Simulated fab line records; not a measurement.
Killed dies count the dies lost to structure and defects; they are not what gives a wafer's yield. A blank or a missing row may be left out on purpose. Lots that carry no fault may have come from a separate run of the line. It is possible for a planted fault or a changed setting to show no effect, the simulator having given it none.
Which tool was responsible? ; flow sky130 ; 14 lots with 42 wafers sampled at 4 steps, on a route of 708 steps

== WHAT THE GAUGES READ, wafer by wafer ==
SKY_NWELL_OVL_MEAS_23. Usual: for NWELL_01_OVL the level is -0.5 nm and the standard deviation is 1.4.
lot;measured;on;NWELL_01_OVL (nm);flag
L799;day 6 01:34;overlay-02;-2.2 -1.7 -1.2;
L808;day 8 07:40;overlay-02;0.9 -0.4 1.7;
L809;day 8 15:50;overlay-02;2.4 2.3 1.0;
L810;day 8 20:23;overlay-02;0.0 -0.9 -1.2;
L811;day 9 03:37;overlay-01;-0.9 -2.0 -3.2;
L812;day 9 07:58;overlay-01;0.3 -0.3 -1.0;
L813;day 9 14:04;overlay-01;-3.5 -2.3 -3.0;
L814;day 9 19:20;overlay-02;0.7 -0.1 0.0;
L815;day 10 01:39;overlay-01;-0.4 -0.5 0.3;
L816;day 10 04:52;overlay-01;-0.2 -0.7 -0.3;
L818;day 10 18:36;overlay-02;-1.0 0.0 -0.3;
L819;day 11 00:58;overlay-02;0.1 0.4 -0.5;

SKY_VT_ADJUST_LVTN_OVL_MEAS_18. Usual: for VT_ADJUST_LVTN_01_OVL the level is -0.3 nm and the standard deviation is 1.4.
lot;measured;on;VT_ADJUST_LVTN_01_OVL (nm);flag
L799;day 8 15:16;overlay-02;-0.9 0.1 0.4;
L808;day 11 01:52;overlay-01;0.1 -0.7 -1.4;
L809;day 11 09:13;overlay-02;0.0 -0.9 -1.3;
L810;day 11 14:34;overlay-01;0.0 1.3 1.9;
L811;day 11 23:28;overlay-02;0.3 -0.4 0.0;
L812;day 12 03:31;overlay-02;-0.3 1.1 0.2;
L813;day 12 09:25;overlay-01;-0.5 -1.2 0.4;
L814;day 12 16:09;overlay-02;2.6 0.5 2.8;
L815;day 12 23:46;overlay-02;-0.1 -2.5 0.0;
L816;day 13 04:34;overlay-02;1.5 2.3 2.0;
L818;day 13 19:52;overlay-02;-0.5 0.3 -0.2;
L819;day 14 04:25;overlay-01;-1.0 -0.6 -2.0;

== WHAT TOOL EACH LOT RAN ON (gives the tool, then ch and the chambers of the sampled wafers, and finally the start) ==
lot;SKY_FIELD_ISO_OXIDATION_22;SKY_VT_ADJUST_HVTP_STRIP_10
L799;furnace-02 ch 0, day 2 21:50;plasmaAsher-03 ch 0,1, day 6 21:59
L803;furnace-01, day 3 18:38;-
L804;furnace-02, day 3 22:32;-
L808;furnace-02 ch 0, day 4 20:40;plasmaAsher-03 ch 0,1, day 9 05:52
L809;furnace-02 ch 0, day 5 00:56;plasmaAsher-01 ch 0,1, day 9 13:22
L810;furnace-02 ch 0, day 5 06:22;plasmaAsher-04 ch 0,1, day 9 18:20
L811;furnace-02 ch 0, day 5 12:16;plasmaAsher-04 ch 0,1, day 10 02:17
L812;furnace-02 ch 0, day 5 17:04;plasmaAsher-01 ch 0,1, day 10 05:49
L813;furnace-02 ch 0, day 5 22:23;plasmaAsher-04 ch 0,1, day 10 11:58
L814;furnace-01 ch 0, day 6 03:16;plasmaAsher-04 ch 0,1, day 10 17:55
L815;furnace-02 ch 0, day 6 07:47;plasmaAsher-01 ch 0,1, day 11 00:46
L816;furnace-02 ch 0, day 6 13:02;plasmaAsher-01 ch 0, day 11 04:25
L818;furnace-02 ch 0, day 6 23:57;plasmaAsher-04 ch 0,1, day 11 18:04
L819;furnace-01 ch 0, day 7 05:23;plasmaAsher-03 ch 0,1, day 12 01:16
- SKY_FIELD_ISO_OXIDATION_22: stabilise 600 s, purge 300 s, target thk 10 nm.
- SKY_VT_ADJUST_HVTP_STRIP_10: strips in O2/N2.

== AS READ BY THE TOOLS THEMSELVES (means over the sampled wafers that have a number; for cases with no such wafer, the mark the record gives instead) ==
SKY_FIELD_ISO_OXIDATION_22. Usual: oxTempC 950.1 C, standard deviation 0.39; oxTempCMax 953.7, standard deviation 0.98; spikeTcLowerC 949.2 C, standard deviation 0.97.
lot;tool;oxTempC (C);oxTempCMax;spikeTcLowerC (C);flag
L799;furnace-02;950.2;954.4;948.8;
L803;furnace-01;-;-;-;OFF
L804;furnace-02;-;-;-;OFF
L808;furnace-02;950.1;954.1;948.8;
L809;furnace-02;949.7;953.9;950.2;
L810;furnace-02;950.3;954.2;949.8;
L811;furnace-02;950.1;955.0;948.7;
L812;furnace-02;950.6;955.4;950.3;
L813;furnace-02;950.0;954.3;949.3;
L814;furnace-01;950.3;953.3;947.9;
L815;furnace-02;949.4;954.1;949.4;
L816;furnace-02;949.7;953.1;949.6;
L818;furnace-02;950.4;954.1;948.5;
L819;furnace-01;950.6;953.4;949.1;

SKY_VT_ADJUST_HVTP_STRIP_10. Usual: drypumpMotorCurrentA 5.8 A, standard deviation 0.37; oesProductAu 0.716 a.u., standard deviation 0.0043; stripTimeToEndpointS 14.19 s, standard deviation 0.043.
lot;tool;drypumpMotorCurrentA (A);oesProductAu (a.u.);stripTimeToEndpointS (s);flag
L799;plasmaAsher-03;5.7;0.714;14.17;
L808;plasmaAsher-03;5.5;0.713;14.17;
L809;plasmaAsher-01;6.1;0.715;14.16;
L810;plasmaAsher-04;5.8;0.719;14.19;
L811;plasmaAsher-04;5.8;0.715;14.20;
L812;plasmaAsher-01;5.8;0.722;14.20;
L813;plasmaAsher-04;5.8;0.715;14.19;
L814;plasmaAsher-04;5.7;0.721;14.13;
L815;plasmaAsher-01;5.9;0.715;14.21;
L816;plasmaAsher-01;6.3;0.720;14.25;
L818;plasmaAsher-04;5.8;0.717;14.20;
L819;plasmaAsher-03;5.4;0.718;14.20;

== THE ANSWER, worked out from the rows above alone ==
Rule: a lot is off if the mean of its wafers that have a number lies more than 3 standard deviations from the usual mean. A lot without any number at a reading at which 4 lots or more have one is off too. The other lots that the step has rows for count as sound. First the gauges in route order, then the tools' own readings, where a lot's mean is used as printed above. At the first step where some lot is off, the reading lying furthest off is the one used; lots without a number count as furthest.
Off at SKY_FIELD_ISO_OXIDATION_22 (oxTempC): L803, L804. Without a number there: L803, L804.
A tool fits if, at that step or a process step before it, it ran every lot that is off, and no sound lot after the first of them. No candidate that was tried fits.

== WHAT THE SIMULATOR HAD PUT IN ==
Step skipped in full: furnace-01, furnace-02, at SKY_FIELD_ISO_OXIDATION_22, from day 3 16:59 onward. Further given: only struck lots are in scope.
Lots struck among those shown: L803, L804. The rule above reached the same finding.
